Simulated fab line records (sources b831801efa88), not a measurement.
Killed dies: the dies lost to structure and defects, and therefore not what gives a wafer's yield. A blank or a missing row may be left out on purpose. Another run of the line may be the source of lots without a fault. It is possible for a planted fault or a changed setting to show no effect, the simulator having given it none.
Matching of chambers ; flow gf180mcu ; GF_V3_CMP_04 on cmp-01: 4 sister chambers
The step polishes SiO2. 4 wafers are shown with their chamber, then 7 later ones without.

## WAFERS WITH THEIR CHAMBER
wafer;chamber;motor_current_A (A)
L777.2;3;11.5
L777.3;0;11.8
L777.4;2;12.9
L780.1;1;13.7

## WAFERS WITHOUT THEIR CHAMBER
wafer;motor_current_A (A)
L780.4;12.0
L780.5;11.3
L782.2;13.1
L782.4;12.1
L782.5;13.1
L788.3;13.7
L788.5;13.5

## WHICH CHAMBER EACH WENT THROUGH
wafer;from the rows above;in truth
L780.4;can't be placed: 0 or 3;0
L780.5;can't be placed: 3 or 0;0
L782.2;can't be placed: 2 or 1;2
L782.4;can't be placed: 0 or 3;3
L782.5;can't be placed: 2 or 1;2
L788.3;1;1
L788.5;can't be placed: 1 or 2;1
Correct placement for 1 of the 7. Can't be placed from these rows: 6 (the true chamber is among the candidates in 6). Number placed wrongly: 0.
How it was worked out, from the rows above alone: a wafer's distance from a chamber is the root of the sum, over the readings, of the square of ((its reading less the chamber's mean) divided by the reading's scatter). If the next closest chamber is less than 2 further off than the closest, the wafer can't be placed; otherwise it belongs to the closest. The mean given for a chamber averages the wafers shown for that chamber. The scatter: with one shown wafer a chamber, the root of the mean of the squares of how far each hidden wafer lies from its nearest shown one.
